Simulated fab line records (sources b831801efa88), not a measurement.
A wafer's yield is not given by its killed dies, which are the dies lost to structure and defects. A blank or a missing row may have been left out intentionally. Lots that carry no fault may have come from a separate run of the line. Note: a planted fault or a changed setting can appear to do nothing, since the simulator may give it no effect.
2 desks, one fault	flow sky130	what lay behind the numbers comes last; until then each desk has only its own

== AT THE METROLOGY DESK ==
What the gauges read, lot by lot, whatever tool the lot ran on: means of the sampled wafers that have a number. Any lot whose mean is over 4 standard deviations away from the usual mean is out of limits and marked OUT; that distance is given in the brackets.
Columns: A = FIELD_ISO_CVD_03_THK at SKY_FIELD_ISO_THK_MEAS_04, usual 164.6 nm; B = METAL1_OVL at SKY_METAL1_OVL_MEAS_16, usual -4 nm
lot	first seen here	A	B
L409	day 1 15:13	166.6	-2
L410	day 1 18:53	164.1	-3
L411	day 2 00:57	161.6	1
L412	day 2 05:21	166.3	4
L413	day 2 11:49	146.0 (-12) OUT	-2
L414	day 2 15:05	147.9 (-11) OUT	-2
L415	day 2 21:31	147.1 (-12) OUT	-6
L417	day 3 06:40	149.3 (-10) OUT	-2
L424	day 4 17:23	162.5	-5
This desk's finding: out of limits on L413, L414, L415, L417; first on L413, day 2 11:49 (FIELD_ISO_CVD_03_THK at SKY_FIELD_ISO_THK_MEAS_04). L409, L410, L411, L412, L424 stayed within limits.

== THE TOOL OWNER'S DESK: lpcvd-02 ==
The tool's own readings at SKY_FIELD_ISO_CVD_03 (deposits Si3N4 from DCS/NH3, target thk 165 nm, time 2830 s): means of the sampled wafers that have a number, for each lot that ran on this tool. Any lot whose mean is over 4 standard deviations away from the usual mean is out of limits and marked OUT; that distance is given in the brackets.
Columns: A = zone_power_bottom_pct at SKY_FIELD_ISO_CVD_03, usual 20.66 %
lot	first seen here	A
L409	day 1 13:26	20.73
L410	day 1 17:05	20.61
L411	day 1 23:09	20.83
L412	day 2 03:34	20.71
L413	day 2 10:02	20.64
L414	day 2 13:17	20.70
L415	day 2 19:43	20.71
L417	day 3 04:53	20.72
L424	day 4 15:36	20.48
This desk found nothing out of limits on any of the 9 lots.

== PUT TOGETHER ==
L413, L414, L415, L417 would have let the metrology desk raise an alarm at day 2 11:49.
The tool owner's desk saw nothing out of limits.
Tool owner's desk: L413, L414, L415, L417 on record, inside its limits.
All the named lots went through SKY_FIELD_ISO_CVD_03 on lpcvd-02.

== WHAT THE SIMULATOR HAD PUT IN ==
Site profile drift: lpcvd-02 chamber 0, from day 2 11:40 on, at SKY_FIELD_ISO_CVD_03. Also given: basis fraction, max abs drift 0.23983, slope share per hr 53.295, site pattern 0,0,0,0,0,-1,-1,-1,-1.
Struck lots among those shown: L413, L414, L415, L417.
Time in hours between the start of the fault and the first out-of-limits reading at each desk: metrology desk, 0.
